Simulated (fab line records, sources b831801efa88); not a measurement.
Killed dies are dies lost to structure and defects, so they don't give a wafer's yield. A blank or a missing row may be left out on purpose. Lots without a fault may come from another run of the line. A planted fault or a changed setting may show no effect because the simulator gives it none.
Chamber matching | flow sky130 | SKY_CAPM_CVD_00 on pecvd-04: 3 sister chambers
The step deposits SiO2, target thk 15.5 nm. 6 wafers are shown with their chamber, then 7 later ones without.

WAFERS WITH THEIR CHAMBER
wafer  | chamber | heater_power_w (W) | susceptor_temp_C (C)
L077.5 | 0       | 835                | 399.96
L082.3 | 0       | 686                | 399.76
L083.3 | 2       | 660                | 399.69
L083.4 | 1       | 581                | 400.09
L088.4 | 1       | 568                | 399.79
L088.5 | 2       | 720                | 400.08

WAFERS WITHOUT THEIR CHAMBER
wafer  | heater_power_w (W) | susceptor_temp_C (C)
L088.6 | 573                | 399.79
L093.3 | 746                | 400.43
L093.4 | 602                | 399.91
L093.5 | 603                | 400.31
L096.2 | 813                | 400.04
L096.4 | 755                | 399.83
L096.6 | 574                | 400.04

WHICH CHAMBER EACH WENT THROUGH
wafer  | from the rows above          | in truth
L088.6 | can't be placed: 1 or 2      | 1
L093.3 | can't be placed: 0 or 2 or 1 | 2
L093.4 | can't be placed: 1 or 2 or 0 | 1
L093.5 | can't be placed: 1 or 2 or 0 | 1
L096.2 | can't be placed: 0 or 2      | 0
L096.4 | can't be placed: 0 or 2      | 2
L096.6 | can't be placed: 1 or 2      | 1
Placed correctly: 0 of 7. Can't be placed from these rows: 7 (the true chamber is among the candidates in 7). Placed wrongly: 0.
How it was worked out, from the rows above alone: a wafer's distance from a chamber is the root of the sum, over the readings, of the square of ((its reading less the chamber's mean) divided by the reading's scatter). The wafer belongs to the nearest chamber; if the next one is less than 2 further off, it can't be placed. A chamber's mean is the mean of its shown wafers. The scatter: the root of (the sum of the squares of (reading less its chamber's mean) over the shown wafers, divided by (wafers less chambers)).
